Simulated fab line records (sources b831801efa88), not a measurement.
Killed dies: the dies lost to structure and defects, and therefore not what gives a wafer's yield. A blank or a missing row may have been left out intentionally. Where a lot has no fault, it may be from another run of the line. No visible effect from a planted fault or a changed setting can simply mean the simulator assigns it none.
Matching of chambers | flow sky130 | SKY_LI_CONTACT_ETCH_14 on rie_diel-03: 4 sister chambers
The step etches BARC in N2/H2, stops on SiO2, time 45.9 s, target depth 60 nm. 8 wafers are shown with their chamber, then 8 later ones without.

== WAFERS WITH THEIR CHAMBER ==
wafer  | chamber | drypump_motor_current_A (A) | throttle_valve_pct (%)
L074.5 | 1       | 6.06                        | 13.231
L083.1 | 3       | 5.88                        | 13.237
L083.4 | 0       | 5.63                        | 13.229
L083.5 | 2       | 5.50                        | 13.225
L089.2 | 3       | 5.87                        | 13.205
L089.3 | 2       | 5.47                        | 13.227
L089.4 | 1       | 6.04                        | 13.216
L090.3 | 0       | 5.65                        | 13.234

== WAFERS WHOSE CHAMBER IS MISSING ==
wafer  | drypump_motor_current_A (A) | throttle_valve_pct (%)
L090.5 | 5.67                        | 13.212
L090.6 | 6.02                        | 13.236
L093.2 | 5.86                        | 13.241
L093.3 | 5.50                        | 13.228
L093.5 | 5.65                        | 13.221
L096.3 | 6.03                        | 13.230
L096.4 | 5.62                        | 13.204
L096.5 | 5.86                        | 13.221

== WHICH CHAMBER EACH ONE RAN IN ==
wafer  | from the rows above | in truth
L090.5 | 0                   | 0
L090.6 | 1                   | 1
L093.2 | 3                   | 3
L093.3 | 2                   | 2
L093.5 | 0                   | 0
L096.3 | 1                   | 1
L096.4 | 0                   | 0
L096.5 | 3                   | 3
Placed correctly: 8 of 8. Number that these rows cannot place: 0. Wrongly placed: 0.
How it was worked out, from the rows above alone: a wafer's distance from a chamber is the root of the sum, over the readings, of the square of ((its reading less the chamber's mean) divided by the reading's scatter). If the next closest chamber is less than 2 further off than the closest, the wafer can't be placed; otherwise it belongs to the closest. For every chamber, the mean is computed from those of its wafers that are shown. How the scatter is found: for the shown wafers, subtract from each reading the mean of its chamber, square and add these, divide the total by (wafers less chambers), then take the root.
